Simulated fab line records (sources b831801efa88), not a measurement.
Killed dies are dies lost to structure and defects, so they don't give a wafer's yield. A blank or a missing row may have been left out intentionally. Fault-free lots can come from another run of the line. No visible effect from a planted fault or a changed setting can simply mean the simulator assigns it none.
The same fault as seen by 2 desks -- flow gf180mcu -- each desk holds nothing but its own numbers, with what lay behind them at the end

== AT THE METROLOGY DESK ==
Lot by lot, what the gauges showed, no matter which tool ran the lot: averages of those sampled wafers that carry a number. A lot is out of limits, marked OUT, if its mean lies more than 4 standard deviations from the usual mean; the brackets give that distance.
Columns: A = CONTACT_CVD_02_THK at GF_CONTACT_THK_MEAS_03, usual 862 nm; B = CONTACT_BOW at GF_CONTACT_BOW_MEAS_05, usual 66 um; C = V1_CVD_02_THK at GF_V1_THK_MEAS_03, usual 854 nm
lot,first seen here,A,B,C
L182,day 15 14:31,862,68,857
L183,day 16 01:20,877,65,851
L184,day 16 09:59,867,76,863
L186,day 16 22:37,865,62,872
L187,day 17 04:43,863,66,857
L188,day 17 15:09,862,71,839
L190,day 18 06:24,863,61,866
L192,day 18 23:35,867,59,877
L193,day 18 23:43,852,66,854
L194,day 20 01:08,867,73,851
L197,day 20 23:31,867,65,898
L200,day 22 11:26,858,68,922 (+5.7) OUT
This desk finds L200 out of limits, with the earliest case on L200 at day 24 11:28 (V1_CVD_02_THK at GF_V1_THK_MEAS_03). In limits: L182, L183, L184, L186, L187, L188, L190, L192, L193, L194, L197.

== DESK OF THE TOOL OWNER: pecvd-01 ==
The tool's own readings at GF_V1_CVD_02 (deposits SiO2 from TEOS, target thk 850 nm, time 94.851 s): means of the sampled wafers that have a number, for each lot that ran on this tool. A lot is out of limits, marked OUT, if its mean lies more than 4 standard deviations from the usual mean; the brackets give that distance.
Columns: A = heater_power_w at GF_V1_CVD_02, usual 605 W; B = run_length_s at GF_V1_CVD_02, usual 122.7 s
lot,first seen here,A,B
L187,day 19 04:53,619,123.4
L193,day 21 02:55,557,122.8
L194,day 22 03:35,605,123.5
L197,day 23 00:56,544,127.3 (+8.4) OUT
L200,day 24 11:22,579,131.7 (+16) OUT
This desk finds L197, L200 out of limits, L197 being first, at day 23 00:56 (run_length_s at GF_V1_CVD_02). In limits: L187, L193, L194.

== PUT TOGETHER ==
On L197, L200, at day 23 00:56, an alarm was possible from the tool owner's desk.
L200 would have let the metrology desk raise an alarm at day 24 11:28.
The metrology desk has L197 on record, within its limits.
The lots listed all ran GF_V1_CVD_02 on pecvd-01.

== WHAT HAD BEEN PUT IN BY THE SIMULATOR ==
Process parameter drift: pecvd-01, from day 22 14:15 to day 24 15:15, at GF_V1_CVD_02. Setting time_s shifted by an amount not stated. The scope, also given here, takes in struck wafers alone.
Shown lots that were struck: L197, L200.
Hours from the fault's start to each desk's first reading out of limits: the tool owner's desk, 11; the metrology desk, 45.
